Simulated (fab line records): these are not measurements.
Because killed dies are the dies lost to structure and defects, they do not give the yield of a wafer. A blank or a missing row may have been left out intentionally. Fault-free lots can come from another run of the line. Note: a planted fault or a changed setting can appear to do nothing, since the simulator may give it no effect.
Which tool did it?    flow sky130    13 lots with 39 wafers sampled at 3 steps, on a route of 708 steps

## WHAT EACH GAUGE READ, for each wafer
SKY_LDD_LDN_OVL_MEAS_07. Usual: for LDD_LDN_OVL the level is 0.2 nm and the standard deviation is 1.5.
lot   measured      on          LDD_LDN_OVL (nm)  flag
L657  day 22 18:08  overlay-02  -0.6 1.1 0.5      
L659  day 23 01:17  overlay-02  -0.2 -2.2 0.8     
L660  day 24 02:57  overlay-02  -0.7 -1.8 -0.1    
L662  day 24 19:14  overlay-02  0.0 1.3 0.1       
L665  day 27 16:04  overlay-01  -0.3 2.3 2.0      
L663  day 27 16:17  overlay-02  0.1 0.6 -1.3      
L668  day 27 18:32  overlay-01  -1.2 -0.2 -1.2    
L666  day 27 19:07  overlay-01  0.5 -1.3 -2.0     
L675  day 28 20:58  overlay-01  -1.2 -0.2 -0.2    
L676  day 29 08:43  overlay-01  -1.1 -1.2 -0.2    
L677  day 29 12:40  overlay-02  -1.1 0.6 -0.1     
L680  day 31 08:53  overlay-02  1.8 0.3 1.2       
L679  day 31 09:07  overlay-02  -0.5 0.2 0.1      

SKY_POLY_CUT_OVL_MEAS_09. Usual: for POLY_CUT_OVL the level is 4 nm and the standard deviation is 6.5.
lot   measured      on          POLY_CUT_OVL (nm)  flag
L657  day 24 04:22  overlay-01  16 10 17           
L659  day 24 09:26  overlay-02  -1 -4 -3           
L660  day 25 10:23  overlay-02  6 7 10             
L662  day 26 02:14  overlay-02  0 4 5              
L665  day 28 23:28  overlay-02  1 6 4              
L663  day 28 23:49  overlay-01  -1 4 3             
L668  day 29 01:47  overlay-02  1 2 -4             
L666  day 29 02:07  overlay-01  3 2 3              
L675  day 30 03:17  overlay-02  3 15 12            
L676  day 30 16:38  overlay-01  1 11 3             
L677  day 30 18:23  overlay-02  -7 -4 5            
L680  day 32 14:52  overlay-01  -2 1 9             
L679  day 32 14:41  overlay-02  8 4 6              

SKY_SD_P_CD_MEAS_07: the cd target is 380 nm. Usual: 380.2 nm for cd_nm, sd 2.8.
lot   measured      on         cd_nm (nm)         flag
L657  day 25 09:16  cd_sem-01  381.4 380.3 380.6  
L659  day 25 14:51  cd_sem-02  377.1 378.7 374.9  
L660  day 26 15:02  cd_sem-02  379.3 378.3 377.5  
L662  day 27 07:03  cd_sem-01  381.2 382.8 381.7  
L665  day 30 02:58  cd_sem-01  375.8 376.4 374.8  
L663  day 30 03:37  cd_sem-01  377.6 375.4 376.7  
L668  day 30 05:53  cd_sem-01  381.4 382.9 380.2  
L666  day 30 06:01  cd_sem-02  380.3 379.3 382.5  
L675  day 31 07:01  cd_sem-01  377.5 378.1 378.3  
L676  day 31 19:33  cd_sem-02  380.3 378.8 381.5  
L677  day 31 21:16  cd_sem-01  383.9 384.6 385.0  
L680  day 33 18:08  cd_sem-02  381.7 382.6 383.8  
L679  day 33 17:16  cd_sem-01  378.7 378.2 376.2  

## TOOL THAT RAN EACH LOT (tool first, then ch and the chambers of the sampled wafers, then the start)
The record shows no process step preceding these readings.

## WHAT THE TOOLS THEMSELVES READ (means of the sampled wafers that have a number; where no wafer has one, the mark that the record gives instead)
The record holds no such reading with a usual standard deviation.

## THE ANSWER, worked out from the rows above alone
Rule: lot off if the mean of its wafers having a number is beyond 3 standard deviations from the usual mean. Also off: a lot with no number at a reading for which 4 or more lots have one. Any other lot the step has rows for is counted as sound. First the gauges in route order, then the tools' own readings, where a lot's mean is used as printed above. At the first step where some lot is off, the reading lying furthest off is the one used; lots without a number count as furthest.
None of the lots is off at any reading shown; this tells nothing.

## WHAT THE SIMULATOR HAD PUT IN
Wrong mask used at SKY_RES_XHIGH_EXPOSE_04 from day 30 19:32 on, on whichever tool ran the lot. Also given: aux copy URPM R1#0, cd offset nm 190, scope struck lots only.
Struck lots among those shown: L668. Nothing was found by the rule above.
